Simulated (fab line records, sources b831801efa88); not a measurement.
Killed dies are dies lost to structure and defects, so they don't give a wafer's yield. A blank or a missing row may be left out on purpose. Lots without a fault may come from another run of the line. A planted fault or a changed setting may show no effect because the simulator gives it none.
Which tool did it? | flow gf180mcu | 24 lots, 72 wafers sampled, at 6 steps of a route of 602

WHAT THE GAUGES READ, wafer by wafer
GF_V1_CD_MEAS_14: target cd 260 nm. Usual: cd_nm 259.9 nm, standard deviation 1.1.
lot  | measured     | on        | cd_nm (nm)        | flag
L074 | day 18 01:37 | cd_sem-01 | 260.1 262.0 261.8 |
L075 | day 18 09:29 | cd_sem-01 | 259.3 258.3 258.9 |
L076 | day 19 01:12 | cd_sem-02 | 258.9 259.7 259.2 |
L077 | day 19 06:17 | cd_sem-01 | 258.5 258.0 257.5 |
L078 | day 19 16:51 | cd_sem-02 | 260.6 261.3 260.9 |
L079 | day 20 03:57 | cd_sem-02 | 261.8 261.7 261.4 |
L080 | day 20 06:27 | cd_sem-01 | 260.6 261.6 260.5 |
L081 | day 21 00:55 | cd_sem-02 | 262.7 262.6 260.5 |
L082 | day 21 03:09 | cd_sem-02 | 258.8 258.5 259.5 |
L083 | day 21 10:47 | cd_sem-01 | 260.4 261.7 260.6 |
L084 | day 22 01:44 | cd_sem-02 | 259.1 259.1 258.8 |
L085 | day 22 10:30 | cd_sem-02 | 261.4 260.9 261.0 |
L086 | day 22 16:17 | cd_sem-01 | 258.7 259.3 259.4 |
L087 | day 22 19:38 | cd_sem-01 | 260.8 261.0 260.4 |
L088 | day 23 09:07 | cd_sem-02 | 258.4 258.7 259.0 |
L089 | day 23 16:33 | cd_sem-01 | 257.9 258.8 257.8 |
L090 | day 24 01:56 | cd_sem-02 | 258.3 260.3 259.4 |
L091 | day 24 07:48 | cd_sem-01 | 260.3 259.7 259.7 |
L092 | day 24 15:04 | cd_sem-02 | 261.0 260.4 259.8 |
L093 | day 24 21:42 | cd_sem-01 | 258.2 259.5 259.8 |
L094 | day 25 08:59 | cd_sem-02 | 260.5 260.3 260.4 |
L095 | day 25 11:25 | cd_sem-02 | 259.0 259.5 260.4 |
L096 | day 25 19:11 | cd_sem-02 | 260.1 260.0 259.7 |
L097 | day 26 11:40 | cd_sem-02 | 260.3 260.4 261.6 |

GF_V2_OVL_MEAS_15. Usual: V2_OVL -1 nm, standard deviation 6.1.
lot  | measured     | on         | V2_OVL (nm) | flag
L074 | day 20 04:53 | overlay-02 | 4 2 4       |
L075 | day 20 13:59 | overlay-01 | 0 -1 7      |
L076 | day 21 04:59 | overlay-01 | 3 9 12      |
L077 | day 21 10:19 | overlay-01 | -2 -8 -5    |
L078 | day 21 20:34 | overlay-01 | 3 3 0       |
L079 | day 22 06:55 | overlay-01 | 0 0 -6      |
L080 | day 22 09:04 | overlay-02 | 7 9 6       |
L081 | day 23 02:32 | overlay-01 | -8 -6 -4    |
L082 | day 23 05:25 | overlay-02 | -6 -4 -12   |
L083 | day 23 12:22 | overlay-02 | -2 0 -3     |
L084 | day 24 02:26 | overlay-02 | 3 3 -1      |
L085 | day 24 10:46 | overlay-02 | -5 3 1      |
L086 | day 24 17:04 | overlay-01 | 0 -10 -4    |
L087 | day 24 19:35 | overlay-01 | 11 7 6      |
L088 | day 25 08:11 | overlay-01 | -5 -3 2     |
L089 | day 25 15:04 | overlay-01 | -3 -4 0     |
L090 | day 26 01:05 | overlay-02 | 2 -3 2      |
L091 | day 26 06:05 | overlay-02 | -14 -10 -12 |
L092 | day 26 11:53 | overlay-01 | -17 -6 -15  |
L093 | day 26 19:38 | overlay-02 | 0 -6 1      |
L094 | day 27 04:49 | overlay-02 | -6 -3 -6    |
L095 | day 27 08:31 | overlay-01 | -4 0 -1     |
L096 | day 27 14:50 | overlay-02 | -1 -9 -4    |
L097 | day 28 06:58 | overlay-02 | 3 8 2       |

GF_V4_THK_MEAS_03. Usual: V4_CVD_02_THK 853 nm, standard deviation 11.
lot  | measured     | on            | V4_CVD_02_THK (nm) | flag
L074 | day 23 09:11 | film_metro-01 | 836 828 841        |
L075 | day 23 19:05 | film_metro-01 | 835 859 850        |
L076 | day 24 08:22 | film_metro-04 | 874 849 853        |
L077 | day 24 12:02 | film_metro-03 | 848 858 867        |
L078 | day 24 21:46 | film_metro-03 | 841 845 852        |
L079 | day 25 06:40 | film_metro-01 | 833 852 856        |
L080 | day 25 08:51 | film_metro-01 | 837 846 852        |
L081 | day 26 02:04 | film_metro-01 | 842 860 861        |
L082 | day 26 03:41 | film_metro-01 | 840 858 852        |
L083 | day 26 11:22 | film_metro-03 | 842 861 850        |
L084 | day 27 01:11 | film_metro-04 | 849 849 856        |
L085 | day 27 07:28 | film_metro-01 | 856 852 860        |
L086 | day 27 11:48 | film_metro-04 | 850 859 861        |
L087 | day 27 15:10 | film_metro-04 | 855 859 854        |
L088 | day 28 02:49 | film_metro-04 | 854 849 864        |
L089 | day 28 08:23 | film_metro-04 | 854 856 881        |
L090 | day 28 18:04 | film_metro-01 | 843 845 840        |
L091 | day 28 23:44 | film_metro-01 | 849 849 857        |
L092 | day 29 04:17 | film_metro-01 | 850 862 864        |
L093 | day 29 13:27 | film_metro-01 | 862 863 860        |
L094 | day 29 21:08 | film_metro-01 | 851 868 851        |
L095 | day 30 00:19 | film_metro-01 | 859 859 867        |
L096 | day 30 06:45 | film_metro-01 | 848 871 870        |
L097 | day 30 20:17 | film_metro-01 | 849 856 861        |

WHICH TOOL RAN EACH LOT (tool, then ch and the chambers of the sampled wafers, then the start)
lot  | GF_CONTACT_SPUTTER_22        | GF_V2_CVD_02                    | GF_V2_ETCH_16
L074 | pvd_sputter-03, day 16 01:50 | pecvd-04 ch 0,1, day 19 04:01   | rie_diel-03 ch 2,3, day 20 04:55
L075 | pvd_sputter-04, day 16 08:38 | pecvd-01 ch 0,1, day 19 12:50   | rie_diel-03 ch 1,2,3, day 20 14:01
L076 | pvd_sputter-01, day 16 23:00 | pecvd-04 ch 0,1,2, day 20 04:58 | rie_diel-03 ch 2,3, day 21 05:00
L077 | pvd_sputter-04, day 17 04:14 | pecvd-01 ch 0,2, day 20 09:41   | rie_diel-04 ch 1,3, day 21 10:21
L078 | pvd_sputter-01, day 17 14:10 | pecvd-04 ch 0,2, day 20 20:14   | rie_diel-03 ch 0,2,3, day 21 20:36
L079 | pvd_sputter-01, day 18 00:58 | pecvd-02 ch 0,2, day 21 06:21   | rie_diel-04 ch 0,2,3, day 22 06:57
L080 | pvd_sputter-04, day 18 03:04 | pecvd-02 ch 1,2, day 21 08:44   | rie_diel-03 ch 0,2, day 22 09:06
L081 | pvd_sputter-04, day 18 22:07 | pecvd-01 ch 0,1,2, day 22 03:11 | rie_diel-02 ch 0,2, day 23 02:34
L082 | pvd_sputter-01, day 19 00:46 | pecvd-01 ch 0,1, day 22 05:43   | rie_diel-03 ch 0,1, day 23 05:27
L083 | pvd_sputter-03, day 19 08:01 | pecvd-04 ch 0,1,2, day 22 12:52 | rie_diel-03 ch 2,3, day 23 12:24
L084 | pvd_sputter-03, day 19 23:44 | pecvd-04 ch 0,1,2, day 23 03:11 | rie_diel-04 ch 0,1,3, day 24 02:27
L085 | pvd_sputter-03, day 20 08:59 | pecvd-02 ch 0,1,2, day 23 11:40 | rie_diel-02 ch 1,2,3, day 24 10:48
L086 | pvd_sputter-01, day 20 14:58 | pecvd-02 ch 0,2, day 23 17:41   | rie_diel-02 ch 0,1,2, day 24 17:06
L087 | pvd_sputter-01, day 20 18:08 | pecvd-04 ch 0,1,2, day 23 20:58 | rie_diel-02 ch 0,1,2, day 24 19:36
L088 | pvd_sputter-03, day 21 08:10 | pecvd-01 ch 0,1,2, day 24 10:41 | rie_diel-04 ch 1,2,3, day 25 08:12
L089 | pvd_sputter-03, day 21 15:58 | pecvd-02 ch 0,1, day 24 17:46   | rie_diel-02 ch 0,1,2, day 25 15:06
L090 | pvd_sputter-03, day 22 02:29 | pecvd-02 ch 0,1,2, day 25 02:54 | rie_diel-03 ch 0,2,3, day 26 01:07
L091 | pvd_sputter-01, day 22 07:43 | pecvd-02 ch 0,1,2, day 25 07:52 | rie_diel-03 ch 0,3, day 26 06:07
L092 | pvd_sputter-03, day 22 14:55 | pecvd-04 ch 1,2, day 25 14:35   | rie_diel-04 ch 0,1,3, day 26 11:55
L093 | pvd_sputter-03, day 22 23:22 | pecvd-04 ch 0,1,2, day 25 21:37 | rie_diel-03 ch 0,2,3, day 26 19:40
L094 | pvd_sputter-03, day 23 10:23 | pecvd-04 ch 0,1, day 26 07:44   | rie_diel-04 ch 0,1,3, day 27 04:51
L095 | pvd_sputter-01, day 23 13:46 | pecvd-01 ch 0,2, day 26 11:36   | rie_diel-04 ch 1,2,3, day 27 08:33
L096 | pvd_sputter-03, day 23 21:05 | pecvd-02 ch 0,2, day 26 18:21   | rie_diel-02 ch 0,1,3, day 27 14:52
L097 | pvd_sputter-03, day 24 14:07 | pecvd-04 ch 0,1,2, day 27 10:14 | rie_diel-02 ch 2,3, day 28 07:00
- GF_CONTACT_SPUTTER_22: material Ti, target thk 15 nm, time 80.02 s.
- GF_V2_CVD_02: deposits SiO2 from TEOS, target thk 850 nm, time 94.851 s.
- GF_V2_ETCH_16: etches BARC in N2/H2.

WHAT THE TOOLS THEMSELVES READ (means of the sampled wafers that have a number; where no wafer has one, the mark that the record gives instead)
GF_CONTACT_SPUTTER_22. Usual: throttle_valve_pct 30.0 %, standard deviation 1.4.
lot  | tool           | throttle_valve_pct (%) | flag
L074 | pvd_sputter-03 | 29.8                   |
L075 | pvd_sputter-04 | 28.8                   |
L076 | pvd_sputter-01 | 29.3                   |
L077 | pvd_sputter-04 | 29.2                   |
L078 | pvd_sputter-01 | 29.7                   |
L079 | pvd_sputter-01 | 30.6                   |
L080 | pvd_sputter-04 | 29.4                   |
L081 | pvd_sputter-04 | 29.3                   |
L082 | pvd_sputter-01 | 31.5                   |
L083 | pvd_sputter-03 | 30.8                   |
L084 | pvd_sputter-03 | 29.8                   |
L085 | pvd_sputter-03 | 30.2                   |
L086 | pvd_sputter-01 | 31.6                   |
L087 | pvd_sputter-01 | 29.6                   |
L088 | pvd_sputter-03 | 31.7                   |
L089 | pvd_sputter-03 | 29.7                   |
L090 | pvd_sputter-03 | 30.7                   |
L091 | pvd_sputter-01 | 30.5                   |
L092 | pvd_sputter-03 | 30.2                   |
L093 | pvd_sputter-03 | 31.5                   |
L094 | pvd_sputter-03 | 30.6                   |
L095 | pvd_sputter-01 | 30.4                   |
L096 | pvd_sputter-03 | 29.7                   |
L097 | pvd_sputter-03 | 30.1                   |

GF_V2_CVD_02. Usual: heater_power_w 632 W, standard deviation 130.
lot  | tool     | heater_power_w (W) | flag
L074 | pecvd-04 | 620                |
L075 | pecvd-01 | 712                |
L076 | pecvd-04 | 554                |
L077 | pecvd-01 | 630                |
L078 | pecvd-04 | 599                |
L079 | pecvd-02 | 583                |
L080 | pecvd-02 | 714                |
L081 | pecvd-01 | 675                |
L082 | pecvd-01 | 718                |
L083 | pecvd-04 | 603                |
L084 | pecvd-04 | 572                |
L085 | pecvd-02 | 677                |
L086 | pecvd-02 | 535                |
L087 | pecvd-04 | 541                |
L088 | pecvd-01 | 686                |
L089 | pecvd-02 | 755                |
L090 | pecvd-02 | 679                |
L091 | pecvd-02 | 693                |
L092 | pecvd-04 | 491                |
L093 | pecvd-04 | 608                |
L094 | pecvd-04 | 677                |
L095 | pecvd-01 | 643                |
L096 | pecvd-02 | 569                |
L097 | pecvd-04 | 610                |

GF_V2_ETCH_16. Usual: drypump_motor_current_A 5.8 A, standard deviation 0.34; oes_product_au 0.855 a.u., standard deviation 0.0048; throttle_valve_pct 13.224 %, standard deviation 0.0087.
lot  | tool        | drypump_motor_current_A (A) | oes_product_au (a.u.) | throttle_valve_pct (%) | flag
L074 | rie_diel-03 | 5.6                         | 0.851                 | 13.220                 |
L075 | rie_diel-03 | 5.7                         | 0.855                 | 13.224                 |
L076 | rie_diel-03 | 5.7                         | 0.853                 | 13.230                 |
L077 | rie_diel-04 | 5.6                         | 0.860                 | 13.225                 |
L078 | rie_diel-03 | 5.7                         | 0.854                 | 13.228                 |
L079 | rie_diel-04 | 5.9                         | 0.855                 | 13.223                 |
L080 | rie_diel-03 | 5.9                         | 0.856                 | 13.226                 |
L081 | rie_diel-02 | 6.3                         | 0.849                 | 13.221                 |
L082 | rie_diel-03 | 6.0                         | 0.854                 | 13.216                 |
L083 | rie_diel-03 | 5.4                         | 0.852                 | 13.225                 |
L084 | rie_diel-04 | 5.6                         | 0.858                 | 13.231                 |
L085 | rie_diel-02 | 5.8                         | 0.854                 | 13.225                 |
L086 | rie_diel-02 | 6.0                         | 0.853                 | 13.225                 |
L087 | rie_diel-02 | 6.1                         | 0.857                 | 13.216                 |
L088 | rie_diel-04 | 5.8                         | 0.855                 | 13.224                 |
L089 | rie_diel-02 | 6.1                         | 0.853                 | 13.232                 |
L090 | rie_diel-03 | 5.7                         | 0.849                 | 13.220                 |
L091 | rie_diel-03 | 5.6                         | 0.855                 | 13.226                 |
L092 | rie_diel-04 | 5.6                         | 0.860                 | 13.227                 |
L093 | rie_diel-03 | 5.6                         | 0.852                 | 13.215                 |
L094 | rie_diel-04 | 5.6                         | 0.857                 | 13.227                 |
L095 | rie_diel-04 | 5.8                         | 0.857                 | 13.229                 |
L096 | rie_diel-02 | 5.9                         | 0.856                 | 13.232                 |
L097 | rie_diel-02 | 6.0                         | 0.855                 | 13.225                 |

THE ANSWER, worked out from the rows above alone
Rule: a lot is off if the mean of its wafers that have a number lies more than 3 standard deviations from the usual mean. A lot without any number at a reading at which 4 lots or more have one is off too. The other lots that the step has rows for count as sound. The gauges are gone through in route order, then the tools' own readings, and for those a lot's mean is taken as printed above. The first step at which some lot is off is used, and at that step the reading that is off furthest; a lot without a number counts as furthest.
No lot is off at any reading shown: from this, nothing can be told.

WHAT THE SIMULATOR HAD PUT IN
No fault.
